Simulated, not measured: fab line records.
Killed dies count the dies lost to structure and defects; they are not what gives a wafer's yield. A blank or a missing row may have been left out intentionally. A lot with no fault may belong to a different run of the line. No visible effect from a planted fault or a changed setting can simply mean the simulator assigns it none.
Struck lot and sound lot, side by side | flow sky130 | 15 out of 708 route steps
Sound: the wafers L348.1, L348.5, L348.6. Wafers struck: L335.2, L335.5, L335.6. At the end, the cause is stated.
Per side, at each step with rows, come the tool, then ch with its chambers, and then its first start. Under that, the readings that differ: sound wafers | struck wafers | difference of the means | sigmas: that difference in standard deviations of wafers without a fault.
alike: words and numbers the same on both sides, and readings whose means are apart by under 2 such deviations; not compared: readings that were withheld, readings missing a value for some wafer, numbers with overlapping values and no deviation given by the record, and bounds like >300 which may hide the same value.
A row with sigmas, a row that says differs or no value, or rows on one side alone: a step with any of these is where the two part. Numbers that don't overlap but have no deviation are shown without sigmas and don't part them. A reading missing from all wafers of one side parts the sides only when that side holds two or more wafers.

SKY_VIA2_OVL_MEAS_13:
  sound on overlay-02, day 42 01:01; struck on overlay-01, day 37 15:34
  alike: VIA2_OVL
SKY_VIA2_ETCH_14: etches BARC in N2/H2, stops on SiO2, time 45.9 s, target depth 60 nm.
  sound on rie_diel-01 ch 1,2,3, day 42 01:04; struck on rie_diel-01 ch 0,1,2, day 37 15:36
  alike: drypump_motor_current_A, oes_product_au, throttle_valve_pct
  not compared: rf_hours_counter_h
then, 5 steps without rows for these wafers: SKY_VIA2_ETCH_15 (etches SiO2 in C4F8/O2/Ar, stops on TiN, target depth 546 nm, time 84 s); SKY_VIA2_STRIP_16 (strips in O2/N2); SKY_VIA2_STRIP_17 (strips in post etch residue remover, time 1200 s); SKY_VIA2_CLEAN_18 (cleans in IPA, time 180 s); SKY_VIA2_CLEAN_19 (cleans in O3/DIW).
SKY_VIA2_SPUTTER_20: material TiN, target thk 20 nm, time 80 s.
  sound on pvd_sputter-02, day 42 01:49; struck on pvd_sputter-02, day 37 16:20
  alike: chamber_pressure_pa, throttle_valve_pct
SKY_VIA2_CVD_21: deposits W, target thk 420 nm, time 126.4 s.
  sound on cvd_w-02 ch 0,1, day 42 01:52; struck on cvd_w-01 ch 0,1, day 37 16:23
  alike: heater_power_w
SKY_VIA2_RS_MEAS_22: measures by four-point-probe.
  sound on film_metro-01, day 42 02:00; struck on film_metro-04, day 37 16:32
  alike: VIA2_W_RS
SKY_VIA2_THK_MEAS_23: measures by xrf.
  sound on film_metro-01, day 42 02:07; struck on film_metro-04, day 37 16:39
  alike: VIA2_W_THK
SKY_VIA2_CMP_24: polishes, stops on SiO2, t overpolish 20 s, target thk 0 nm.
  sound on cmp-01 ch 0,1, day 42 02:11; struck on cmp-02 ch 1,2, day 37 16:45
  alike: edge_zone_pressure_frac, head_pressure_psi, motor_current_A, overpolish_run_s, time_to_endpoint_s
SKY_METAL3_SPUTTER_00: material Ti, target thk 15 nm, time 10 s.
  sound on pvd_sputter-01, day 42 02:29; struck on pvd_sputter-04, day 37 17:00
  reading                  | sound                | struck               | difference | sigmas
  chamber_pressure_pa (Pa) | 0.4002 0.4003 0.3997 | 0.3882 0.3865 0.3890 | -0.0122    | -13
  alike: throttle_valve_pct
SKY_METAL3_SPUTTER_01: material TiN, target thk 20 nm, time 16.7 s.
  sound on pvd_sputter-01, day 42 02:30; struck on pvd_sputter-04, day 37 17:01
  reading                  | sound                | struck               | difference | sigmas
  chamber_pressure_pa (Pa) | 0.4009 0.4010 0.4008 | 0.3991 0.3998 0.3988 | -0.0017    | -2
  alike: throttle_valve_pct
-- the record jumps here: 9 days lie between the struck wafers' starts before and after (it left off in module METAL3 and takes up again in module PAD_OPEN, whose first step shown is number 708 of the route) --
SKY_PAD_OPEN_PROBE_99:
  sound on prober-02, day 50 04:22; struck on prober-02, day 46 22:53
  alike: defect_limited_yield, killed_at_M0_to_M3, killed_at_M4_up, killed_at_contacts, killed_at_front_end, killed_at_other, killed_dies, killed_open, killed_short, sort_bin_3_pad_short, sort_bin_5_function, sort_bin_6_memory, sort_n_pass, sort_yield_pct

== WHERE THEY PART ==
First at SKY_METAL3_SPUTTER_00; last, within this record, at SKY_METAL3_SPUTTER_01. Later steps at which nothing parts them and some readings are alike: SKY_PAD_OPEN_PROBE_99.

WHY: whatever the simulator had introduced
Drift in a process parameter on pvd_sputter-04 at SKY_METAL3_SPUTTER_00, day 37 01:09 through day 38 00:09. Setting chamber_pressure_pa, moved by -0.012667, from 0.4. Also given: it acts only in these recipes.
